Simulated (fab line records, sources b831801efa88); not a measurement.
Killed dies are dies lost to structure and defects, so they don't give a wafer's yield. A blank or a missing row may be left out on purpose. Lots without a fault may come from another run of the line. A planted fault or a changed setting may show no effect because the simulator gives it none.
fab line records | flow gf180mcu
record lots=14 wafers=42 last_day=34
route steps=602 shown VT_IMPLANT@131 DUAL_GATE@154 POLY_GATE@158
lots that met no fault: from a run of the same line without faults
start_h: hours from the record's first day to the start of the lot's first wafer shown | wait_h: hours since the lot's step before | " the same as in the row above | L1.1+2: a row that stands for several wafers | - no value, or no start given | * or withheld: withheld | < > ~ a bound
route shown NAME@n: a module of which the file shows steps, and the number in the route of the first | usual: mean/standard deviation of fault-free wafers | same: alike in all rows | chamber/n: place in a boat | sites: the reading at each site | _std_site: their standard deviation | _edge_site: outer sites' mean less inner sites' | radius_mm: how far each site lies from the wafer's centre | mask NAME#n: copy n | behind: the tool/chamber that last shaped the wafer | hold: why the lot was held/for how many hours/how that ended | device: the transistor (n, p or np) that didn't switch | end of line: the same wafers' tests at the end of the route | a step without rows: its recipe alone | killed: dies lost to structure and defects at the first sort, not the wafer's yield | map: a wafer's dies, x killed, . not, _ none there
set.NAME: the setting as run; set.NAME@STEP: as run at that earlier step | model.NAME: the simulator's own value behind a step, which no gauge read
steps of the route over a sample of lots; a table a step, a row a wafer
services: from which hour (start_h, from the record's first day; less than 0 if before it) a tool's chamber was out of use, for how many hours, and why
## steps
# step GF_VT_IMPLANT_IMPLANT_41
# recipe species=As energy_kev=70 dose_cm2=1.013e+12 tilt_deg=7
# same implant_ion_amu=75
# columns lot.wafer tool chamber start_h wait_h
L974.2+3+6 implanter-04 0 165.72 0.0
L975.1+4+5 implanter-03 0 169.78 0.0
L976.1+3+4 implanter-03 0 173.84 0.0
L978.1+2+3 implanter-04 0 189.92 0.0
L979.1+2+3 implanter-04 0 195.68 0.0
L980.1+2+4 implanter-03 0 200.52 0.0
L981.1+3+6 implanter-04 0 207.84 0.0
L982.2+5+6 implanter-01 0 217.41 0.0
L983.2+4+6 implanter-03 0 225.05 0.0
L984.1+4+6 implanter-01 0 231.59 0.0
L989.2+3+4 implanter-04 0 267.95 0.0
L991.2+3+4 implanter-04 0 286.45 0.0
L994.4+5+6 implanter-01 0 301.40 0.1
L996.1+4+5 implanter-03 0 311.33 0.0
# step GF_VT_IMPLANT_TW_MEAS_43
# usual VT_IMPLANT_4_TW=694/3.5
# columns lot.wafer tool chamber start_h wait_h VT_IMPLANT_4_TW
L974.2 film_metro-02 - 165.95 0.1 698
L974.3 " - " " 693
L974.6 " - " " 702
L975.1 film_metro-02 - 170.03 0.1 699
L975.4 " - " " 696
L975.5 " - " " 697
L976.1 film_metro-01 - 174.09 0.1 694
L976.3 " - " " 693
L976.4 " - " " 697
L978.1 film_metro-01 - 190.17 0.1 693
L978.2 " - " " 694
L978.3 " - " " 695
L979.1 film_metro-01 - 195.93 0.1 689
L979.2 " - " " 691
L979.3 " - " " 691
L980.1 film_metro-01 - 200.77 0.1 690
L980.2 " - " " 693
L980.4 " - " " 690
L981.1 film_metro-01 - 208.09 0.1 688
L981.3 " - " " 691
L981.6 " - " " 694
L982.2 film_metro-01 - 217.64 0.1 693
L982.5 " - " " 696
L982.6 " - " " 694
L983.2 film_metro-02 - 225.28 0.1 699
L983.4 " - " " 700
L983.6 " - " " 702
L984.1 film_metro-01 - 231.84 0.1 696
L984.4 " - " " 692
L984.6 " - " " 693
L989.2 film_metro-04 - 268.18 0.1 690
L989.3 " - " " 691
L989.4 " - " " 627
L991.2 film_metro-04 - 286.68 0.1 688
L991.3 " - " " 692
L991.4 " - " " 624
L994.4 film_metro-02 - 301.61 0.1 692
L994.5 " - " " 691
L994.6 " - " " 692
L996.1 film_metro-01 - 311.58 0.1 697
L996.4 " - " " 695
L996.5 " - " " 698
# step GF_DUAL_GATE_STRIP_13
# recipe chemistry=O2/N2 power_w=1400 pressure_mtorr=1500 platen_temp_c=250 o2_flow_sccm=3000 n2_flow_sccm=300 overash_fraction=0.5
# usual drypump_motor_current_A=5.7/0.58 heater_power_w=339/25 oes_product_au=0.716/0.0046 strip_time_to_endpoint_s=12.64/0.033
# columns lot.wafer tool chamber start_h wait_h drypump_motor_current_A heater_power_w oes_product_au rf_hours_counter_h strip_time_to_endpoint_s
L974.2 plasma_asher-01 0 184.89 0.0 4.8 359 0.711 39 12.58
L974.3 " 0 " " 4.9 368 0.705 - 12.61
L974.6 " 1 " " 5.8 331 0.720 - 12.60
L975.1 plasma_asher-01 1 189.14 0.0 5.8 333 0.720 39 12.62
L975.4 " 1 " " 5.8 328 0.714 - 12.63
L975.5 " 1 " " 5.8 331 0.714 - 12.61
L976.1 plasma_asher-01 0 193.27 0.0 4.9 363 0.711 40 12.63
L976.3 " 0 " " 4.9 373 0.725 - 12.61
L976.4 " 1 " " 5.8 328 0.719 - 12.67
L978.1 plasma_asher-02 1 210.06 0.0 5.9 314 0.712 10 12.69
L978.2 " 0 " " 6.1 350 0.715 10 12.67
L978.3 " 0 " " 6.2 360 0.720 - 12.64
L979.1 plasma_asher-01 0 215.61 0.0 4.9 364 0.718 41 12.63
L979.2 " 1 " " 5.8 331 0.715 41 12.60
L979.3 " 1 " " 5.8 329 0.720 - 12.66
L980.1 plasma_asher-04 0 220.91 0.0 6.7 287 0.714 59 12.59
L980.2 " 1 " " 5.4 365 0.719 59 12.62
L980.4 " 1 " " 5.4 357 0.720 - 12.61
L981.1 plasma_asher-02 1 228.24 0.0 5.9 321 0.719 12 12.59
L981.3 " 0 " " 6.2 361 0.720 - 12.65
L981.6 " 0 " " 6.2 357 0.721 - 12.61
L982.2 plasma_asher-04 1 237.25 0.0 5.4 365 0.718 60 12.66
L982.5 " 0 " " 6.7 290 0.717 - 12.68
L982.6 " 1 " " 5.4 361 0.718 - 12.73
L983.2 plasma_asher-02 0 245.71 0.0 6.2 360 0.709 13 12.64
L983.4 " 0 " " 6.2 354 0.716 - 12.67
L983.6 " 0 " " 6.2 357 0.712 - 12.62
L984.1 plasma_asher-04 0 251.94 0.0 6.7 287 0.716 62 12.67
L984.4 " 0 " " 6.7 286 0.712 - 12.61
L984.6 " 1 " " 5.4 359 0.721 - 12.62
L989.2 plasma_asher-01 1 291.10 0.0 5.8 333 0.718 49 12.66
L989.3 " 0 " " 4.9 368 0.713 - 12.60
L989.4 " 1 " " 5.8 343 0.722 - 12.67
L991.2 plasma_asher-02 1 310.12 0.0 5.8 322 0.719 20 12.64
L991.3 " 0 " " 6.2 346 0.718 - 12.65
L991.4 " 1 " " 5.9 322 0.716 - 12.63
L994.4 plasma_asher-04 0 326.11 0.0 6.7 289 0.712 - 12.68
L994.5 " 1 " " 5.4 364 0.718 - 12.67
L994.6 " 0 " " 6.7 283 0.705 - 12.68
L996.1 plasma_asher-02 0 336.19 0.0 6.2 346 0.711 23 12.57
L996.4 " 0 " " 6.2 346 0.714 - 12.57
L996.5 " 1 " " 5.9 323 0.718 - 12.60
# step GF_POLY_GATE_THK_MEAS_01
# recipe reads=poly-Si_of_POLY_GATE_CVD_00
# usual POLY_GATE_CVD_00_THK=199.8/1.9
# columns lot.wafer tool chamber start_h wait_h POLY_GATE_CVD_00_THK[nm]
L974.2 film_metro-04 - 188.10 0.0 199.9
L974.3 " - " " 197.8
L974.6 " - " " 197.4
L975.1 film_metro-04 - 192.18 0.0 200.5
L975.4 " - " " 201.8
L975.5 " - " " 202.2
L976.1 film_metro-03 - 197.08 0.0 199.4
L976.3 " - " " 200.0
L976.4 " - " " 199.8
L978.1 film_metro-04 - 214.64 0.0 198.0
L978.2 " - " " 197.5
L978.3 " - " " 198.0
L979.1 film_metro-03 - 218.67 0.0 201.0
L979.2 " - " " 199.5
L979.3 " - " " 201.4
L980.1 film_metro-01 - 224.40 0.0 202.5
L980.2 " - " " 202.1
L980.4 " - " " 202.3
L981.1 film_metro-01 - 231.28 0.0 198.3
L981.3 " - " " 198.6
L981.6 " - " " 196.4
L982.2 film_metro-01 - 242.00 0.0 200.0
L982.5 " - " " 200.7
L982.6 " - " " 198.9
L983.2 film_metro-04 - 249.41 0.0 197.2
L983.4 " - " " 196.8
L983.6 " - " " 196.7
L984.1 film_metro-01 - 255.65 0.0 202.3
L984.4 " - " " 203.1
L984.6 " - " " 204.0
L989.2 film_metro-01 - 294.15 0.0 202.8
L989.3 " - " " 201.8
L989.4 " - " " 200.9
L991.2 film_metro-03 - 313.20 0.0 200.5
L991.3 " - " " 201.2
L991.4 " - " " 200.4
L994.4 film_metro-04 - 330.73 0.0 202.1
L994.5 " - " " 200.6
L994.6 " - " " 201.2
L996.1 film_metro-01 - 339.50 0.0 201.2
L996.4 " - " " 201.7
L996.5 " - " " 202.2
# step GF_POLY_GATE_CD_MEAS_10
# recipe target_cd_nm=280
# usual cd_nm=280.2/1.4
# columns lot.wafer tool chamber start_h wait_h cd_nm
L974.2 cd_sem-01 - 205.21 0.1 280.6
L974.3 " - " " 280.2
L974.6 " - " " 280.8
L975.1 cd_sem-02 - 209.52 0.1 279.1
L975.4 " - " " 278.5
L975.5 " - " " 278.8
L976.1 cd_sem-02 - 213.74 0.1 279.8
L976.3 " - " " 280.5
L976.4 " - " " 280.0
L978.1 cd_sem-02 - 232.99 0.1 281.7
L978.2 " - " " 282.6
L978.3 " - " " 282.7
L979.1 cd_sem-02 - 236.82 0.1 278.8
L979.2 " - " " 278.6
L979.3 " - " " 278.8
L980.1 cd_sem-01 - 242.99 0.1 280.3
L980.2 " - " " 280.2
L980.4 " - " " 280.6
L981.1 cd_sem-01 - 250.04 0.1 282.1
L981.3 " - " " 281.4
L981.6 " - " " 281.7
L982.2 cd_sem-01 - 260.84 0.1 281.0
L982.5 " - " " 281.4
L982.6 " - " " 280.6
L983.2 cd_sem-01 - 268.61 0.1 277.6
L983.4 " - " " 279.6
L983.6 " - " " 278.7
L984.1 cd_sem-01 - 274.85 0.1 277.9
L984.4 " - " " 277.7
L984.6 " - " " 279.2
L989.2 cd_sem-01 - 314.62 0.1 277.6
L989.3 " - " " 279.6
L989.4 " - " " 279.0
L991.2 cd_sem-02 - 333.84 0.1 279.7
L991.3 " - " " 279.6
L991.4 " - " " 279.0
L994.4 cd_sem-02 - 351.85 0.1 281.7
L994.5 " - " " 281.9
L994.6 " - " " 280.1
L996.1 cd_sem-02 - 361.47 0.1 280.7
L996.4 " - " " 279.9
L996.5 " - " " 280.7
## services
# columns tool chamber start_h hours kind
implanter-04 - 161.66 2.8 repair
plasma_asher-01 - 204.36 1.4 repair
implanter-01 - 210.12 4.6 pm
implanter-04 - 212.68 3.8 pm
implanter-03 - 220.95 1.8 repair
implanter-01 - 235.29 9.8 pm
implanter-04 - 248.58 4.7 pm
implanter-03 - 250.82 0.7 repair
plasma_asher-01 - 257.84 2.9 repair
implanter-03 - 275.63 8.3 pm
plasma_asher-01 - 308.38 1.3 repair
plasma_asher-01 - 317.60 1.8 repair
plasma_asher-04 - 320.87 1.2 repair
plasma_asher-04 - 330.94 2.8 pm
## key
first_sign step=GF_VT_IMPLANT_TW_MEAS_43 reading=VT_IMPLANT_4_TW direction=down sigmas=19 usual=694 struck=625
effect none on later readings
met_at GF_VT_IMPLANT_IMPLANT_41
struck_lots L989,L991
struck_wafers L989.4,L991.4
tester_left_out L989,L991
not_acting_at GF_DUAL_GATE_STRIP_13,GF_POLY_GATE_THK_MEAS_01,GF_POLY_GATE_CD_MEAS_10
onset_between 207.84 267.95
fault kind=process_parameter_drift tool=implanter-04 chamber=- onset_h=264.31 steps=GF_VT_IMPLANT_IMPLANT_41 channel=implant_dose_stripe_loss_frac offset=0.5 shape=step end_h=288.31 scope=struck_wafers_only
# tester_left_out: of these lots the tester's yield and bins aren't shown, on N5 and GAA mostly nor the transistor test; their killed dies are dies lost to structure and defects alone, not to doping, threshold or leakage, so they don't give the yield
